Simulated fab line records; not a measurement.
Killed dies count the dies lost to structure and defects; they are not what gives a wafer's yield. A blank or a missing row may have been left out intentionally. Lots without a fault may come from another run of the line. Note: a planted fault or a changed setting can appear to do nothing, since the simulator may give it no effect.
fab line records    flow sky130
record lots=6  wafers=18  last_day=50
route steps=708 shown GATE_OXIDE@198 POLY_GATE@204 RES_PROTECT@206 PAD_OPEN@708
lots that met no fault: taken from a fault-free run of the same line
start_h: hours from the record's first day to the start of the lot's first wafer shown    wait_h: how many hours have passed since the lot's step before this one    " identical to the entry in the row above    L1.1+2: one row covering several wafers at once    - either no value or no given start    * or withheld: withheld    < > ~ a bound
route shown NAME@n: a module of which the file shows steps, and the number in the route of the first    usual: mean and standard deviation over wafers with no fault    same: alike in all rows    chamber/n: place in a boat    sites: per-site readings    _std_site: their standard deviation    _edge_site: outer sites' mean less inner sites'    radius_mm: how far each site lies from the wafer's centre    mask NAME#n: copy n    behind: the last tool/chamber to shape the wafer    hold: reason for holding the lot/hours on hold/outcome of the hold    device: the transistor (n, p or np) that didn't switch    end of line: tests of these same wafers at the route's end    where a step has no rows: the recipe by itself    killed: the dies lost at the first sort to structure and to defects; this is not the yield of the wafer    map: shows each die of a wafer: x if killed, . if not, _ if none is there
set.NAME: setting as actually run; set.NAME@STEP: the setting as run at that earlier step    model.NAME: the simulator's own value behind a step, which no gauge read
certain route steps with their lots: each step a table, each wafer a row
services: the hour from which a tool's chamber was out of use, counted from the record's first day as start_h (under 0 if before that day), plus the number of hours and why
## steps
# step SKY_GATE_OXIDE_IMPLANT_11
# recipe species=B  energy_kev=10  dose_cm2=2.6e+12  tilt_deg=withheld
# step SKY_GATE_OXIDE_WET_ETCH_12
# recipe chemistry=dHF  target_depth_nm=16.8  dry=n2_spin  target=SiO2  dilution=100:1  temp_c=25  time_s=336
# step SKY_GATE_OXIDE_STRIP_13
# recipe chemistry=O2/N2  power_w=1400  pressure_mtorr=1500  platen_temp_c=withheld  o2_flow_sccm=3000  n2_flow_sccm=300  overash_fraction=0.5
# usual drypump_motor_current_A=6.1/0.33  oes_product_au=0.715/0.0049  strip_time_to_endpoint_s=14.21/0.045
# same overash_fraction=0.5
lot.wafer  tool             chamber  start_h  wait_h  drypump_motor_current_A  oes_product_au  rf_hours_counter_h  strip_time_to_endpoint_s
L969.4     plasma_asher-01  0        416.02   0.0     6.5                      0.702           -                   14.24
L969.5     "                1        "        "       5.7                      0.719           -                   14.30
L969.6     "                0        "        "       6.5                      0.710           -                   14.25
L970.2     plasma_asher-03  1        422.28   0.0     5.7                      0.719           74                  14.23
L970.3     "                1        "        "       5.8                      0.722           -                   14.20
L970.4     "                0        "        "       6.1                      0.715           -                   14.21
L977.1     plasma_asher-04  0        469.26   0.0     6.5                      0.713           66                  14.11
L977.2     "                1        "        "       6.0                      0.720           66                  14.21
L977.6     "                0        "        "       6.5                      0.713           -                   14.21
L979.3     plasma_asher-03  0        489.89   0.0     6.1                      0.720           -                   14.13
L979.5     "                0        "        "       6.1                      0.708           -                   14.18
L979.6     "                1        "        "       5.7                      0.707           -                   14.20
L981.1     plasma_asher-01  1        503.36   0.0     5.7                      0.709           7                   14.21
L981.4     "                0        "        "       6.5                      0.717           -                   14.23
L981.6     "                0        "        "       6.5                      0.711           -                   14.24
L982.2     plasma_asher-01  1        511.96   0.0     5.7                      0.714           8                   14.16
L982.3     "                1        "        "       5.7                      0.712           -                   14.16
L982.6     "                1        "        "       5.7                      0.707           -                   14.17
# step SKY_GATE_OXIDE_TW_MEAS_14
# usual GATE_OXIDE_TW=224.8/1
lot.wafer  tool           chamber  start_h  wait_h  GATE_OXIDE_TW
L969.4     film_metro-04  -        416.11   0.1     225.2
L969.5     "              -        "        "       224.9
L969.6     "              -        "        "       226.4
L970.2     film_metro-03  -        422.39   0.1     223.1
L970.3     "              -        "        "       224.2
L970.4     "              -        "        "       224.3
L977.1     film_metro-04  -        469.36   0.1     224.8
L977.2     "              -        "        "       225.1
L977.6     "              -        "        "       223.7
L979.3     film_metro-01  -        489.98   0.1     223.0
L979.5     "              -        "        "       224.4
L979.6     "              -        "        "       225.1
L981.1     film_metro-01  -        503.46   0.1     223.3
L981.4     "              -        "        "       224.5
L981.6     "              -        "        "       223.9
L982.2     film_metro-04  -        512.07   0.1     225.2
L982.3     "              -        "        "       225.4
L982.6     "              -        "        "       224.5
# step SKY_GATE_OXIDE_CLEAN_15
# recipe chemistry=SC1/SC2  mix=1:4:20  temp_c=70  time_s=150  dry=n2_spin
# step SKY_GATE_OXIDE_OXIDATION_16
# recipe temp_c=800  ambient=O2  idle_temp_c=700  ramp_up_c_per_min=10  ramp_down_c_per_min=3  stabilise_s=600  purge_s=300  target_thk_a=35.7  ox_time_s=1915
# step SKY_POLY_GATE_CVD_00
# recipe material=poly-Si  target_thk_nm=180  temp_c=620  time_s=720  pressure_mtorr=200
# step SKY_POLY_GATE_THK_MEAS_01
# recipe reads=poly-Si_of_POLY_GATE_CVD_00
# usual POLY_GATE_CVD_00_THK=179.6/1.5
lot.wafer  tool           chamber  start_h  wait_h  POLY_GATE_CVD_00_THK[nm]
L969.4     film_metro-01  -        419.39   0.0     179.6
L969.5     "              -        "        "       179.1
L969.6     "              -        "        "       179.5
L970.2     film_metro-04  -        426.35   0.0     178.8
L970.3     "              -        "        "       179.2
L970.4     "              -        "        "       178.6
L977.1     film_metro-04  -        473.10   0.0     177.7
L977.2     "              -        "        "       179.3
L977.6     "              -        "        "       179.9
L979.3     film_metro-02  -        492.84   0.0     180.7
L979.5     "              -        "        "       179.7
L979.6     "              -        "        "       181.4
L981.1     film_metro-01  -        506.30   0.0     181.5
L981.4     "              -        "        "       180.1
L981.6     "              -        "        "       181.6
L982.2     film_metro-01  -        515.60   0.0     179.8
L982.3     "              -        "        "       179.0
L982.6     "              -        "        "       182.0
# step SKY_RES_PROTECT_DEHYDRATE_00
# recipe temp_c=200  time_s=60
# step SKY_RES_PROTECT_HMDS_01
# recipe prime_time_s=60  prime_temp_c=120
# step SKY_RES_PROTECT_COAT_02
# recipe resist=NOVOLAK  spin_rpm=3000  resist_thk_nm=1140
# step SKY_RES_PROTECT_SOFTBAKE_03
# recipe temp_c=90  time_s=60  resist=NOVOLAK
# step SKY_RES_PROTECT_EXPOSE_04
# recipe mask_id=RPM  na=0.6  source_shape=conventional  sigma_outer=0.6  polarization=unpolarized  target_cd_nm=1270  dose_mj=131
lot.wafer   tool              chamber  start_h  wait_h  mask   model.RES_PROTECT.overlay_x_nm
L969.4+5+6  iline_stepper-01  0        435.33   -       RPM#0  0.3202
L970.2+3+4  iline_stepper-01  0        442.29   -       RPM#0  -0.9664
L977.1+2+6  iline_stepper-02  0        489.42   -       RPM#0  -0.3601
L979.3+5+6  iline_stepper-01  0        508.48   -       RPM#0  120.6
L981.1+4+6  iline_stepper-01  0        521.82   -       RPM#0  120.1
L982.2+3+6  iline_stepper-02  0        532.04   -       RPM#0  -0.8305
# step SKY_RES_PROTECT_PEB_05
# recipe temp_c=withheld  time_s=*  resist=NOVOLAK
# step SKY_PAD_OPEN_PROBE_99
# usual killed_at_M0_to_M3=43/7.3  killed_at_M4_up=3.2/1.9  killed_at_contacts=25/5.4  killed_at_front_end=16/4.4  killed_at_other=0.4/0.66  killed_dies=87/11  killed_open=48/7.9  killed_short=39/6.5
# same gross_dies=492  killed_at_back_side=0
lot.wafer  tool       chamber  start_h  wait_h  killed_at_M0_to_M3  killed_at_M4_up  killed_at_contacts  killed_at_front_end  killed_at_other  killed_dies  killed_open  killed_short
L969.4     prober-02  -        1159.92  0.2     51                  2                21                  12                   1                87           50           36
L969.5     prober-02  -        1159.97  0.2     37                  1                25                  17                   1                81           45           35
L969.6     prober-02  -        1160.02  0.2     35                  4                30                  19                   0                88           47           41
L970.2     prober-01  -        1165.07  0.1     42                  4                19                  15                   0                80           44           35
L970.3     prober-01  -        1165.12  0.2     39                  3                29                  11                   0                82           40           41
L970.4     prober-01  -        1165.17  0.2     45                  3                32                  23                   0                103          69           33
L977.1     prober-01  -        1195.55  0.1     46                  1                25                  12                   0                84           50           34
L977.2     prober-01  -        1195.60  0.1     42                  0                19                  8                    0                69           41           28
L977.6     prober-01  -        1195.80  0.2     43                  7                15                  14                   1                80           42           37
L979.3     prober-02  -        1200.26  0.2     30                  3                25                  15                   0                73           49           24
L979.5     prober-02  -        1200.36  0.2     43                  5                29                  18                   0                95           50           44
L979.6     prober-02  -        1200.41  0.2     40                  1                29                  8                    1                79           44           35
L981.1     prober-02  -        1206.45  0.1     37                  5                35                  26                   0                103          51           52
L981.4     prober-02  -        1206.60  0.2     49                  2                26                  10                   0                87           49           38
L981.6     prober-02  -        1206.70  0.2     29                  1                29                  19                   0                78           48           30
L982.2     prober-01  -        1209.84  0.1     44                  3                20                  18                   0                85           50           35
L982.3     prober-01  -        1209.89  0.2     53                  3                24                  19                   0                99           47           52
L982.6     prober-01  -        1210.04  0.2     40                  2                30                  12                   0                84           54           30
# killed by level:class
L969.4 CONTACT:geometric_particle:open=10 VIA3:geometric_particle:open=9 VIA1:geometric_particle:open=8 VIA2:geometric_particle:open=8 METAL1:geometric_particle:short=6 METAL3:geometric_particle:short=6 FIELD_ISO:geometric_particle:short=4 CONTACT:geometric_particle:short=4
L969.5 LI_CONTACT:geometric_particle:open=8 VIA1:geometric_particle:open=8 VIA3:geometric_particle:open=8 FIELD_ISO:geometric_particle:open=6 FIELD_ISO:geometric_particle:short=6 LOCAL_INTERCONNECT:geometric_particle:short=6 CONTACT:geometric_particle:open=6 VIA2:geometric_particle:open=5
L969.6 CONTACT:geometric_particle:open=10 FIELD_ISO:geometric_particle:short=8 LI_CONTACT:geometric_particle:open=8 VIA1:geometric_particle:open=8 CONTACT:geometric_particle:short=6 VIA2:geometric_particle:open=6 FIELD_ISO:geometric_particle:open=4 LOCAL_INTERCONNECT:geometric_particle:short=4
L970.2 VIA1:geometric_particle:open=8 LI_CONTACT:geometric_particle:open=6 CONTACT:geometric_particle:open=6 VIA3:geometric_particle:open=5 VIA1:geometric_particle:short=5 METAL2:geometric_particle:short=5 METAL2:geometric_particle:open=5 FIELD_ISO:geometric_particle:short=4
L970.3 LI_CONTACT:geometric_particle:open=12 METAL2:geometric_particle:short=8 VIA1:geometric_particle:short=7 VIA1:geometric_particle:open=7 CONTACT:geometric_particle:short=6 CONTACT:geometric_particle:open=6 FIELD_ISO:geometric_particle:open=5 VIA2:geometric_particle:open=5
L970.4 CONTACT:geometric_particle:open=15 LI_CONTACT:geometric_particle:open=9 VIA1:geometric_particle:open=9 METAL1:geometric_particle:short=8 VIA3:geometric_particle:open=7 POLY_GATE:geometric_particle:open=7 FIELD_ISO:geometric_particle:short=6 FIELD_ISO:geometric_particle:open=5
L977.1 CONTACT:geometric_particle:open=11 METAL1:geometric_particle:short=9 VIA1:geometric_particle:open=9 VIA2:geometric_particle:open=7 VIA3:geometric_particle:open=7 LI_CONTACT:geometric_particle:open=5 METAL2:geometric_particle:short=5 VIA1:geometric_particle:short=4
L977.2 METAL1:geometric_particle:short=10 CONTACT:geometric_particle:open=9 VIA3:geometric_particle:open=9 FIELD_ISO:geometric_particle:open=6 VIA1:geometric_particle:open=6 LI_CONTACT:geometric_particle:open=4 METAL2:geometric_particle:short=4 VIA1:geometric_particle:short=3
L977.6 VIA3:geometric_particle:open=9 METAL1:geometric_particle:short=7 VIA1:geometric_particle:open=7 METAL4:geometric_particle:short=7 LI_CONTACT:geometric_particle:open=6 CONTACT:geometric_particle:open=6 VIA2:geometric_particle:open=6 FIELD_ISO:geometric_particle:open=4
L979.3 CONTACT:geometric_particle:open=11 VIA1:geometric_particle:open=9 VIA2:geometric_particle:open=8 LI_CONTACT:geometric_particle:open=7 VIA3:geometric_particle:short=5 POLY_GATE:geometric_particle:short=4 CONTACT:geometric_particle:short=4 METAL1:geometric_particle:short=4
L979.5 CONTACT:geometric_particle:open=14 LI_CONTACT:geometric_particle:open=10 METAL2:geometric_particle:short=10 POLY_GATE:geometric_particle:short=7 VIA2:geometric_particle:open=7 VIA1:geometric_particle:open=6 VIA3:geometric_particle:open=6 METAL1:geometric_particle:short=5
L979.6 CONTACT:geometric_particle:open=11 VIA3:geometric_particle:open=9 LI_CONTACT:geometric_particle:open=8 METAL3:geometric_particle:short=6 METAL2:geometric_particle:short=5 VIA1:geometric_particle:open=5 LI_CONTACT:geometric_particle:short=4 VIA2:geometric_particle:open=4
L981.1 CONTACT:geometric_particle:open=14 FIELD_ISO:geometric_particle:open=9 VIA1:geometric_particle:short=8 POLY_GATE:geometric_particle:open=7 LOCAL_INTERCONNECT:geometric_particle:short=6 CONTACT:geometric_particle:short=6 VIA1:geometric_particle:open=6 POLY_GATE:geometric_particle:short=5
L981.4 VIA1:geometric_particle:open=10 CONTACT:geometric_particle:open=9 VIA2:geometric_particle:open=7 VIA1:geometric_particle:short=6 VIA3:geometric_particle:open=6 LI_CONTACT:geometric_particle:short=5 CONTACT:geometric_particle:short=5 VIA3:geometric_particle:short=5
L981.6 CONTACT:geometric_particle:open=14 LI_CONTACT:geometric_particle:open=8 FIELD_ISO:geometric_particle:open=6 VIA3:geometric_particle:open=5 VIA1:geometric_particle:open=4 METAL2:geometric_particle:short=4 FIELD_ISO:geometric_particle:short=3 POLY_GATE:geometric_particle:short=3
L982.2 LI_CONTACT:geometric_particle:open=8 VIA2:geometric_particle:short=7 VIA1:geometric_particle:open=7 VIA3:geometric_particle:open=7 POLY_GATE:geometric_particle:open=6 VIA2:geometric_particle:open=6 METAL1:geometric_particle:short=6 FIELD_ISO:geometric_particle:open=5
L982.3 VIA1:geometric_particle:open=13 VIA2:geometric_particle:open=12 LI_CONTACT:geometric_particle:short=8 FIELD_ISO:geometric_particle:short=7 CONTACT:geometric_particle:open=6 METAL1:geometric_particle:short=6 VIA1:geometric_particle:short=6 METAL2:geometric_particle:short=4
L982.6 CONTACT:geometric_particle:open=14 VIA2:geometric_particle:open=8 LI_CONTACT:geometric_particle:open=8 VIA1:geometric_particle:short=7 VIA1:geometric_particle:open=7 POLY_GATE:geometric_particle:open=5 METAL1:geometric_particle:short=5 LOCAL_INTERCONNECT:geometric_particle:short=5
## services
tool              chamber  start_h  hours  kind
iline_stepper-01  -        396.37   2.1    pm
iline_stepper-01  -        398.45   -      consumable_replace:lamp
plasma_asher-01   -        421.25   9.0    pm
plasma_asher-01   0        421.25   9.0    vent_cycle
plasma_asher-01   1        421.25   9.0    vent_cycle
iline_stepper-02  -        422.07   1.7    pm
plasma_asher-01   0        430.25   -      clean
plasma_asher-01   1        430.25   -      clean
plasma_asher-04   -        462.81   2.6    repair
plasma_asher-01   -        487.41   1.3    repair
iline_stepper-01  -        488.86   1.7    pm
## key
first_sign none at tools or gauges
model_effect step=SKY_RES_PROTECT_EXPOSE_04  value=RES_PROTECT.overlay_x_nm  without=0.2656  struck=120.3
met_at SKY_RES_PROTECT_EXPOSE_04
struck_wafers L979.3,L979.5,L979.6,L981.1,L981.4,L981.6
tester_left_out L979,L981
onset_between 442.29 508.48
fault kind=scanner_matching_overlay  tool=iline_stepper-01  chamber=-  onset_h=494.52  steps=SKY_RES_PROTECT_EXPOSE_04  offset=120.05
# tester_left_out: of these lots the tester's yield and bins aren't shown, on N5 and GAA mostly nor the transistor test; their killed dies are dies lost to structure and defects alone, not to doping, threshold or leakage, so they don't give the yield
